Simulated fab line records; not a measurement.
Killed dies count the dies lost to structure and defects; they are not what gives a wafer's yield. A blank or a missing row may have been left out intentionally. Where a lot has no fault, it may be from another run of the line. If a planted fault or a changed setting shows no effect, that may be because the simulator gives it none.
Which tool was responsible? || flow gf180mcu || 12 lots with 36 wafers sampled at 4 steps, on a route of 602 steps

## WHAT THE GAUGES SHOWED, per wafer
GF_LVPWELL_TW_MEAS_11.
{"lot": "L586", "measured": "day 4 02:41", "on": "film_metro-04", "LVPWELL_TW": "557 558 557"}
{"lot": "L588", "measured": "day 4 13:13", "on": "film_metro-01", "LVPWELL_TW": "569 571 569"}
{"lot": "L589", "measured": "day 4 19:52", "on": "film_metro-04", "LVPWELL_TW": "557 556 555"}
{"lot": "L590", "measured": "day 5 00:47", "on": "film_metro-04", "LVPWELL_TW": "558 559 559"}
{"lot": "L591", "measured": "day 5 07:42", "on": "film_metro-03", "LVPWELL_TW": "553 551 550"}
{"lot": "L592", "measured": "day 5 15:45", "on": "film_metro-03", "LVPWELL_TW": "553 556 550"}
{"lot": "L596", "measured": "day 6 12:25", "on": "film_metro-01", "LVPWELL_TW": "571 571 572"}
{"lot": "L597", "measured": "day 6 15:17", "on": "film_metro-01", "LVPWELL_TW": "569 572 576"}
{"lot": "L603", "measured": "day 8 01:45", "on": "film_metro-03", "LVPWELL_TW": "558 558 560"}
{"lot": "L604", "measured": "day 8 08:22", "on": "film_metro-01", "LVPWELL_TW": "567 573 570"}
{"lot": "L607", "measured": "day 9 00:03", "on": "film_metro-04", "LVPWELL_TW": "562 560 561"}
{"lot": "L608", "measured": "day 9 08:45", "on": "film_metro-04", "LVPWELL_TW": "559 559 560"}

GF_MVPSD_OVL_MEAS_07.
{"lot": "L586", "measured": "day 5 05:35", "on": "overlay-02", "MVPSD_OVL (nm)": "3.4 2.4 3.5"}
{"lot": "L588", "measured": "day 5 17:43", "on": "overlay-01", "MVPSD_OVL (nm)": "-1.9 -1.7 -1.0"}
{"lot": "L589", "measured": "day 6 00:52", "on": "overlay-01", "MVPSD_OVL (nm)": "-0.8 -1.3 -0.8"}
{"lot": "L590", "measured": "day 6 05:44", "on": "overlay-02", "MVPSD_OVL (nm)": "0.9 2.5 3.4"}
{"lot": "L591", "measured": "day 6 12:58", "on": "overlay-01", "MVPSD_OVL (nm)": "0.2 0.4 0.5"}
{"lot": "L592", "measured": "day 6 21:41", "on": "overlay-01", "MVPSD_OVL (nm)": "-0.6 -0.8 1.1"}
{"lot": "L596", "measured": "day 7 19:47", "on": "overlay-01", "MVPSD_OVL (nm)": "-0.2 3.0 0.2"}
{"lot": "L597", "measured": "day 7 23:44", "on": "overlay-01", "MVPSD_OVL (nm)": "1.0 2.2 2.6"}
{"lot": "L603", "measured": "day 9 11:10", "on": "overlay-02", "MVPSD_OVL (nm)": "1.6 2.4 3.1"}
{"lot": "L604", "measured": "day 9 18:49", "on": "overlay-02", "MVPSD_OVL (nm)": "1.9 3.3 2.2"}
{"lot": "L607", "measured": "day 10 10:56", "on": "overlay-02", "MVPSD_OVL (nm)": "-2.1 -1.5 -0.8"}
{"lot": "L608", "measured": "day 10 19:52", "on": "overlay-02", "MVPSD_OVL (nm)": "1.7 1.8 2.3"}

GF_DUAL_GATE_THK_MEAS_03.
{"lot": "L586", "measured": "day 7 21:16", "on": "film_metro-02", "DUAL_GATE_OXIDATION_00_THK (nm)": "11.06 11.02 11.16"}
{"lot": "L588", "measured": "day 8 12:42", "on": "film_metro-04", "DUAL_GATE_OXIDATION_00_THK (nm)": "11.11 11.04 11.27"}
{"lot": "L589", "measured": "day 8 19:35", "on": "film_metro-03", "DUAL_GATE_OXIDATION_00_THK (nm)": "11.09 11.01 11.21"}
{"lot": "L590", "measured": "day 9 00:30", "on": "film_metro-02", "DUAL_GATE_OXIDATION_00_THK (nm)": "11.03 10.98 11.16"}
{"lot": "L591", "measured": "day 9 09:02", "on": "film_metro-03", "DUAL_GATE_OXIDATION_00_THK (nm)": "11.01 11.16 11.01"}
{"lot": "L592", "measured": "day 9 18:40", "on": "film_metro-02", "DUAL_GATE_OXIDATION_00_THK (nm)": "10.89 10.77 10.81"}
{"lot": "L596", "measured": "day 10 21:41", "on": "film_metro-04", "DUAL_GATE_OXIDATION_00_THK (nm)": "10.78 10.93 10.73"}
{"lot": "L597", "measured": "day 11 01:18", "on": "film_metro-03", "DUAL_GATE_OXIDATION_00_THK (nm)": "11.05 10.96 10.97"}
{"lot": "L603", "measured": "day 12 14:44", "on": "film_metro-04", "DUAL_GATE_OXIDATION_00_THK (nm)": "11.49 11.27 11.41"}
{"lot": "L604", "measured": "day 12 22:34", "on": "film_metro-03", "DUAL_GATE_OXIDATION_00_THK (nm)": "12.38 12.38 12.46"}
{"lot": "L607", "measured": "day 13 17:59", "on": "film_metro-02", "DUAL_GATE_OXIDATION_00_THK (nm)": "12.21 12.53 12.34"}
{"lot": "L608", "measured": "day 14 05:27", "on": "film_metro-02", "DUAL_GATE_OXIDATION_00_THK (nm)": "11.05 10.91 11.14"}

## TOOL THAT RAN EACH LOT (tool first, then ch and the chambers of the sampled wafers, then the start)
{"lot": "L586", "GF_DUAL_GATE_OXIDATION_02": "furnace-01 ch 0, day 7 19:50"}
{"lot": "L588", "GF_DUAL_GATE_OXIDATION_02": "furnace-02 ch 0, day 8 11:16"}
{"lot": "L589", "GF_DUAL_GATE_OXIDATION_02": "furnace-02 ch 0, day 8 18:08"}
{"lot": "L590", "GF_DUAL_GATE_OXIDATION_02": "furnace-01 ch 0, day 8 23:03"}
{"lot": "L591", "GF_DUAL_GATE_OXIDATION_02": "furnace-01 ch 0, day 9 07:35"}
{"lot": "L592", "GF_DUAL_GATE_OXIDATION_02": "furnace-02 ch 0, day 9 17:13"}
{"lot": "L596", "GF_DUAL_GATE_OXIDATION_02": "furnace-01 ch 0, day 10 20:14"}
{"lot": "L597", "GF_DUAL_GATE_OXIDATION_02": "furnace-02 ch 0, day 10 23:50"}
{"lot": "L603", "GF_DUAL_GATE_OXIDATION_02": "furnace-01 ch 0, day 12 13:17"}
{"lot": "L604", "GF_DUAL_GATE_OXIDATION_02": "furnace-02 ch 0, day 12 21:07"}
{"lot": "L607", "GF_DUAL_GATE_OXIDATION_02": "furnace-02 ch 0, day 13 16:32"}
{"lot": "L608", "GF_DUAL_GATE_OXIDATION_02": "furnace-01 ch 0, day 14 04:01"}
- GF_DUAL_GATE_OXIDATION_02: stabilise 600 s, purge 300 s, target thk 10.887 nm.

## AS READ BY THE TOOLS THEMSELVES (means over the sampled wafers that have a number; for cases with no such wafer, the mark the record gives instead)
GF_DUAL_GATE_OXIDATION_02.
{"lot": "L586", "tool": "furnace-01", "spike_tc_centre_C (C)": 900.8, "spike_tc_lower_C (C)": 900.2, "spike_tc_top_C (C)": 914.9, "spike_tc_upper_C (C)": 899.8, "tube_center_temp_C (C)": 900.01, "zone_power_centre_pct (%)": 17.40, "zone_power_lower_pct (%)": 18.4, "zone_power_upper_pct (%)": 17.1}
{"lot": "L588", "tool": "furnace-02", "spike_tc_centre_C (C)": 900.1, "spike_tc_lower_C (C)": 899.8, "spike_tc_top_C (C)": 910.2, "spike_tc_upper_C (C)": 899.8, "tube_center_temp_C (C)": 900.07, "zone_power_centre_pct (%)": 17.67, "zone_power_lower_pct (%)": 17.3, "zone_power_upper_pct (%)": 19.0}
{"lot": "L589", "tool": "furnace-02", "spike_tc_centre_C (C)": 900.2, "spike_tc_lower_C (C)": 899.4, "spike_tc_top_C (C)": 910.6, "spike_tc_upper_C (C)": 900.6, "tube_center_temp_C (C)": 899.97, "zone_power_centre_pct (%)": 17.51, "zone_power_lower_pct (%)": 17.3, "zone_power_upper_pct (%)": 19.0}
{"lot": "L590", "tool": "furnace-01", "spike_tc_centre_C (C)": 900.8, "spike_tc_lower_C (C)": 901.6, "spike_tc_top_C (C)": 914.3, "spike_tc_upper_C (C)": 900.0, "tube_center_temp_C (C)": 900.05, "zone_power_centre_pct (%)": 17.49, "zone_power_lower_pct (%)": 18.4, "zone_power_upper_pct (%)": 17.1}
{"lot": "L591", "tool": "furnace-01", "spike_tc_centre_C (C)": 900.1, "spike_tc_lower_C (C)": 901.6, "spike_tc_top_C (C)": 914.7, "spike_tc_upper_C (C)": 900.0, "tube_center_temp_C (C)": 900.07, "zone_power_centre_pct (%)": 17.61, "zone_power_lower_pct (%)": 18.2, "zone_power_upper_pct (%)": 16.9}
{"lot": "L592", "tool": "furnace-02", "spike_tc_centre_C (C)": 900.0, "spike_tc_lower_C (C)": 900.3, "spike_tc_top_C (C)": 909.9, "spike_tc_upper_C (C)": 900.8, "tube_center_temp_C (C)": 899.94, "zone_power_centre_pct (%)": 17.54, "zone_power_lower_pct (%)": 17.3, "zone_power_upper_pct (%)": 19.0}
{"lot": "L596", "tool": "furnace-01", "spike_tc_centre_C (C)": 901.3, "spike_tc_lower_C (C)": 900.7, "spike_tc_top_C (C)": 914.9, "spike_tc_upper_C (C)": 900.0, "tube_center_temp_C (C)": 900.08, "zone_power_centre_pct (%)": 17.47, "zone_power_lower_pct (%)": 18.1, "zone_power_upper_pct (%)": 17.2}
{"lot": "L597", "tool": "furnace-02", "spike_tc_centre_C (C)": 899.4, "spike_tc_lower_C (C)": 899.1, "spike_tc_top_C (C)": 911.2, "spike_tc_upper_C (C)": 900.2, "tube_center_temp_C (C)": 899.99, "zone_power_centre_pct (%)": 17.56, "zone_power_lower_pct (%)": 17.2, "zone_power_upper_pct (%)": 18.9}
{"lot": "L603", "tool": "furnace-01", "spike_tc_centre_C (C)": 899.3, "spike_tc_lower_C (C)": 900.3, "spike_tc_top_C (C)": 914.6, "spike_tc_upper_C (C)": 899.0, "tube_center_temp_C (C)": 899.98, "zone_power_centre_pct (%)": 17.64, "zone_power_lower_pct (%)": 18.5, "zone_power_upper_pct (%)": 17.1}
{"lot": "L604", "tool": "furnace-02", "spike_tc_centre_C (C)": 910.8, "spike_tc_lower_C (C)": 910.7, "spike_tc_top_C (C)": 919.4, "spike_tc_upper_C (C)": 912.2, "tube_center_temp_C (C)": 900.01, "zone_power_centre_pct (%)": 18.11, "zone_power_lower_pct (%)": 17.8, "zone_power_upper_pct (%)": 19.6}
{"lot": "L607", "tool": "furnace-02", "spike_tc_centre_C (C)": 910.9, "spike_tc_lower_C (C)": 910.9, "spike_tc_top_C (C)": 921.4, "spike_tc_upper_C (C)": 911.6, "tube_center_temp_C (C)": 900.00, "zone_power_centre_pct (%)": 18.19, "zone_power_lower_pct (%)": 17.7, "zone_power_upper_pct (%)": 19.6}
{"lot": "L608", "tool": "furnace-01", "spike_tc_centre_C (C)": 901.4, "spike_tc_lower_C (C)": 900.9, "spike_tc_top_C (C)": 914.2, "spike_tc_upper_C (C)": 899.8, "tube_center_temp_C (C)": 899.96, "zone_power_centre_pct (%)": 17.51, "zone_power_lower_pct (%)": 18.2, "zone_power_upper_pct (%)": 17.0}

## THE ANSWER, worked out from the rows above alone
Rule: what is usual is taken from the lots themselves. Put in order of their means at a reading, lots are off if they are a third of the lots or fewer, leave a main group of 4 or more, and stand apart from it by a gap of 3 or more times the standard deviation of the main group's means; of several such gaps the widest counts. If all means in a main group match to the digits the tables above print for the reading, that group is not used. Also off: a lot with no number at a reading for which 4 or more lots have one. The other lots that the step has rows for count as sound. First the gauges in route order, then the tools' own readings, where a lot's mean is used as printed above. At the first step where some lot is off, the reading lying furthest off is the one used; lots without a number count as furthest.
Off: L604, L607, at GF_DUAL_GATE_THK_MEAS_03 (DUAL_GATE_OXIDATION_00_THK). Mean 11.05 nm and standard deviation 0.15 in the main group.
If a tool, at a process step before that reading, ran all the lots that are off and no sound lot after the first of them, it fits. Not tried: the gauges at GF_DUAL_GATE_THK_MEAS_03; whatever is off there is also off at GF_DUAL_GATE_OXIDATION_02, on other tools, and gauge error can't account for it. One fits: GF_DUAL_GATE_OXIDATION_02 on furnace-02. Its last sound lot is L597 (day 10 23:50), its first lot that is off L604 (day 12 21:07): a fault that began between those two fits.
The tool's own readings at GF_DUAL_GATE_OXIDATION_02 bear it out: on the lots that are off they differ by more than 5 times the standard deviation of the sound lots' means. spike_tc_centre_C reads 910.8 C there against 900.3 C on the sound lots; spike_tc_lower_C reads 910.8 C there against 900.4 C on the sound lots; spike_tc_upper_C reads 911.9 C there against 900.0 C on the sound lots; zone_power_centre_pct reads 18.15 % there against 17.54 % on the sound lots.

## WHAT THE SIMULATOR PUT IN
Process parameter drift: furnace-02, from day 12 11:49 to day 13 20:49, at GF_DUAL_GATE_OXIDATION_02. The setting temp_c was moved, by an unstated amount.
Struck lots among those shown: L604, L607. The same result came from the rule above.
